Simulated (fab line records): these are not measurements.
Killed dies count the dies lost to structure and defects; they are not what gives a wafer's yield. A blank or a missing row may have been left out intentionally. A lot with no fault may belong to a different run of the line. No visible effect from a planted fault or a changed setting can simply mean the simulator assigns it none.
What tool caused it? -- flow gf180mcu -- Sampling: 12 lots, 36 wafers, 3 of 602 route steps

## WHAT EACH GAUGE READ, for each wafer
GF_HV_LDD_TW_MEAS_38.
lot,measured,on,HV_LDD_3_TW
L614,day 11 14:35,filmMetro-02,1455 1451 1443
L617,day 12 13:05,filmMetro-01,1470 1456 1456
L618,day 12 22:41,filmMetro-01,1456 1455 1464
L619,day 13 02:41,filmMetro-01,1444 1440 1438
L620,day 13 23:53,filmMetro-02,1440 1440 1433
L624,day 15 03:59,filmMetro-02,1442 1448 1434
L628,day 16 05:19,filmMetro-02,1483 1480 1482
L629,day 16 15:59,filmMetro-04,1467 1470 1472
L631,day 17 06:22,filmMetro-01,1429 1434 1435
L632,day 17 18:05,filmMetro-01,1444 1434 1437
L634,day 18 04:37,filmMetro-02,1423 1408 1430
L637,day 19 00:27,filmMetro-01,1441 1439 1444

GF_HV_LDD_RS_MEAS_53: uses a four-point probe to measure.
lot,measured,on,HV_LDD_RS (ohm/sq)
L614,day 12 10:20,filmMetro-04,417.7 416.3 417.8
L617,day 13 08:08,filmMetro-02,417.8 418.5 418.9
L618,day 13 18:29,filmMetro-04,418.2 418.3 418.5
L619,day 13 22:56,filmMetro-04,419.8 419.0 419.6
L620,day 14 20:33,filmMetro-04,417.0 417.4 417.6
L624,day 16 02:21,filmMetro-02,418.2 416.9 419.0
L628,day 17 04:49,filmMetro-01,410.5 409.9 409.2
L629,day 17 15:30,filmMetro-01,409.2 410.5 409.9
L631,day 18 06:37,filmMetro-04,418.6 417.9 419.2
L632,day 18 18:00,filmMetro-01,417.4 417.5 418.2
L634,day 19 04:40,filmMetro-02,416.9 418.4 418.5
L637,day 20 01:05,filmMetro-01,418.0 417.5 417.0

## WHAT TOOL EACH LOT RAN ON (gives the tool, then ch and the chambers of the sampled wafers, and finally the start)
lot,GF_HV_LDD_IMPLANT_36
L614,"implanter-03 ch 0, day 11 14:20"
L617,"implanter-03 ch 0, day 12 12:52"
L618,"implanter-03 ch 0, day 12 22:26"
L619,"implanter-03 ch 0, day 13 02:26"
L620,"implanter-04 ch 0, day 13 23:38"
L624,"implanter-03 ch 0, day 15 03:45"
L628,"implanter-03 ch 0, day 16 05:05"
L629,"implanter-03 ch 0, day 16 15:44"
L631,"implanter-02 ch 0, day 17 06:07"
L632,"implanter-04 ch 0, day 17 17:50"
L634,"implanter-02 ch 0, day 18 04:22"
L637,"implanter-02 ch 0, day 19 00:13"
- GF_HV_LDD_IMPLANT_36

## WHAT THE TOOLS THEMSELVES READ (means of the sampled wafers that have a number; where no wafer has one, the mark that the record gives instead)
GF_HV_LDD_IMPLANT_36.
lot,tool,doseIonsCm2,faradayCurrentUA,tiltDeg (degrees)
L614,implanter-03,7.5e+12,41.8,29.963
L617,implanter-03,7.5e+12,42.4,29.987
L618,implanter-03,7.5e+12,42.3,30.012
L619,implanter-03,7.5e+12,42.9,30.003
L620,implanter-04,7.5e+12,42.9,30.010
L624,implanter-03,7.5e+12,42.0,29.995
L628,implanter-03,1.1e+13,59.1,29.958
L629,implanter-03,1.1e+13,59.3,29.989
L631,implanter-02,7.5e+12,42.5,29.981
L632,implanter-04,7.5e+12,42.3,30.005
L634,implanter-02,7.5e+12,42.2,29.997
L637,implanter-02,7.5e+12,42.8,29.979

## THE ANSWER, worked out from the rows above alone
Rule: what is usual is taken from the lots themselves. The widest of any qualifying gaps counts: lots, ordered by their means at a reading, are off when they make up no more than a third of the lots, leave a main group of 4 or more, and stand apart from it by 3 or more times the standard deviation of that group's means. The tables above print the reading to a certain number of digits; a main group whose means all agree to those digits is not used. A lot without any number at a reading at which 4 lots or more have one is off too. Any other lot the step has rows for is counted as sound. The gauges are gone through in route order, then the tools' own readings, and for those a lot's mean is taken as printed above. At the first step where some lot is off, the reading lying furthest off is the one used; lots without a number count as furthest.
Off: L628, L629, at GF_HV_LDD_RS_MEAS_53 (HV_LDD_RS). For the main group the mean is 418.1 ohm/sq and the standard deviation 0.64.
A tool fits if, at a process step before that reading, it ran every lot that is off, and no sound lot after the first of them. Not tried: the gauges at GF_HV_LDD_RS_MEAS_53; whatever is off there is also off at GF_HV_LDD_IMPLANT_36, on other tools, and gauge error can't account for it. One fits: GF_HV_LDD_IMPLANT_36 on implanter-03. Its last sound lot is L624 (day 15 03:45), its first lot that is off L628 (day 16 05:05): a fault that began between those two fits.
The tool's own readings at GF_HV_LDD_IMPLANT_36 bear it out: on the lots that are off they differ by more than 5 times the standard deviation of the sound lots' means. doseIonsCm2 reads 1.1e+13 there against 7.5e+12 on the sound lots; faradayCurrentUA reads 59.2 there against 42.4 on the sound lots.

## WHAT HAD BEEN PUT IN BY THE SIMULATOR
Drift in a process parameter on implanter-03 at GF_HV_LDD_IMPLANT_36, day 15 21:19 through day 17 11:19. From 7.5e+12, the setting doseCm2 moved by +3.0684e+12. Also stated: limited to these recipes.
Shown lots that were struck: L628, L629. The rule above reached the same finding.
